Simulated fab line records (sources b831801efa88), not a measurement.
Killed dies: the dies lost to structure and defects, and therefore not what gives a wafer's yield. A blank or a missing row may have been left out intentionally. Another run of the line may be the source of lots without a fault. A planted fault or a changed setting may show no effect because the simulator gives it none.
Which of the tools did it? -- flow gf180mcu -- 11 lots, 33 wafers sampled, at 4 steps of a route of 602

== WHAT EACH GAUGE READ, for each wafer ==
GF_STI_CD_MEAS_12: target cd 220 nm. Usual: cd-nm 219.7 nm, standard deviation 1.1.
lot,measured,on,cd-nm (nm),flag
L988,day 2 01:05,cd-sem-02,219.3 219.7 220.4,
L989,day 2 06:08,cd-sem-02,221.3 220.5 221.4,
L990,day 2 12:02,cd-sem-02,219.2 219.2 219.6,
L991,day 2 19:11,cd-sem-01,218.7 219.5 219.9,
L992,day 2 22:37,cd-sem-02,219.2 219.2 218.7,
L998,day 4 04:11,cd-sem-01,218.2 219.0 217.6,
L999,day 4 09:41,cd-sem-02,219.8 219.0 220.4,
L100,day 4 17:11,cd-sem-02,219.9 221.9 218.4,
L104,day 5 12:27,cd-sem-02,218.3 217.8 218.7,
L105,day 5 16:57,cd-sem-01,218.3 218.8 218.6,
L111,day 7 00:02,cd-sem-01,218.6 217.7 218.5,

GF_STI_THK_MEAS_30. Usual: STI_OXIDATION_02_THK 9.92 nm, standard deviation 0.2.
lot,measured,on,STI_OXIDATION_02_THK (nm),flag
L988,day 2 08:13,film-metro-03,9.79 9.84 9.69,
L989,day 2 11:25,film-metro-02,9.91 9.76 9.81,
L990,day 2 16:37,film-metro-02,9.90 9.79 9.74,
L991,day 3 01:25,film-metro-03,9.93 9.97 9.88,
L992,day 3 05:20,film-metro-01,9.84 9.81 9.95,
L998,day 4 09:19,film-metro-01,15.51 15.50 15.27,OFF
L999,day 4 14:04,film-metro-02,15.40 15.22 15.30,OFF
L100,day 4 23:16,film-metro-01,15.46 15.53 15.43,OFF
L104,day 5 21:55,film-metro-01,9.87 9.89 9.87,
L105,day 6 00:45,film-metro-01,10.18 10.07 10.17,
L111,day 7 04:25,film-metro-02,9.94 9.80 9.77,

GF_MVPSD_TW_MEAS_11. Usual: MVPSD_TW 552.8, standard deviation 2.3.
lot,measured,on,MVPSD_TW,flag
L988,day 5 02:01,film-metro-04,550.8 550.0 551.1,
L989,day 5 06:27,film-metro-04,551.9 552.7 557.1,
L990,day 5 10:22,film-metro-02,555.9 552.9 551.6,
L991,day 5 21:18,film-metro-04,555.0 554.5 554.5,
L992,day 6 01:58,film-metro-04,552.1 553.7 552.7,
L998,day 7 10:04,film-metro-02,556.2 557.1 553.6,
L999,day 7 14:58,film-metro-03,553.3 551.3 550.2,
L100,day 8 00:48,film-metro-04,552.6 551.2 548.9,
L104,day 9 05:02,film-metro-03,553.2 551.3 552.4,
L105,day 9 08:49,film-metro-04,553.0 550.5 553.8,
L111,day 10 19:10,film-metro-04,553.3 553.8 554.2,

== EACH LOT AND THE TOOL THAT RAN IT (in order: tool; ch and the chambers of the sampled wafers; start) ==
lot,GF_STI_OXIDATION_29
L988,"furnace-02 ch 0, day 2 06:49"
L989,"furnace-01 ch 0, day 2 10:01"
L990,"furnace-02 ch 0, day 2 15:13"
L991,"furnace-01 ch 0, day 3 00:01"
L992,"furnace-01 ch 0, day 3 03:56"
L998,"furnace-02 ch 0, day 4 07:55"
L999,"furnace-02 ch 0, day 4 12:41"
L100,"furnace-02 ch 0, day 4 21:52"
L104,"furnace-01 ch 0, day 5 20:31"
L105,"furnace-01 ch 0, day 5 23:21"
L111,"furnace-01 ch 0, day 7 03:01"
- GF_STI_OXIDATION_29: stabilise 600 s, purge 300 s, target thk 10 nm.

== AS READ BY THE TOOLS THEMSELVES (means over the sampled wafers that have a number; for cases with no such wafer, the mark the record gives instead) ==
GF_STI_OXIDATION_29. Usual: spike-tc-top-C 914.3 C, standard deviation 1.3.
lot,tool,spike-tc-top-C (C),flag
L988,furnace-02,915.0,
L989,furnace-01,914.2,
L990,furnace-02,915.8,
L991,furnace-01,912.4,
L992,furnace-01,913.6,
L998,furnace-02,914.9,
L999,furnace-02,915.4,
L100,furnace-02,915.3,
L104,furnace-01,913.5,
L105,furnace-01,912.8,
L111,furnace-01,912.7,

== THE ANSWER, worked out from the rows above alone ==
Rule: take the mean of a lot's wafers that have a number; if it is more than 3 standard deviations from the usual mean, the lot is off. A lot without any number at a reading at which 4 lots or more have one is off too. All remaining lots with rows at the step are treated as sound. After the gauges, taken in route order, come the tools' own readings; for these a lot's mean is taken, as printed above. At the first step where some lot is off, the reading lying furthest off is the one used; lots without a number count as furthest.
Off: at GF_STI_THK_MEAS_30 (STI_OXIDATION_02_THK), L998, L999, L100.
A tool fits if, at a process step before that reading, it ran every lot that is off, and no sound lot after the first of them. The gauges at GF_STI_THK_MEAS_30 are tried like those tools. One fits: GF_STI_OXIDATION_29 on furnace-02. A fault onset in the window from L990 (day 2 15:13, its last sound lot) to L998 (day 4 07:55, its first lot off) fits.

== WHAT THE SIMULATOR HAD INSERTED ==
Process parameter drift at GF_STI_OXIDATION_29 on furnace-02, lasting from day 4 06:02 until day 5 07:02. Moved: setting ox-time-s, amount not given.
Lots struck among those shown: L998, L999, L100. The rule given above showed the same thing.
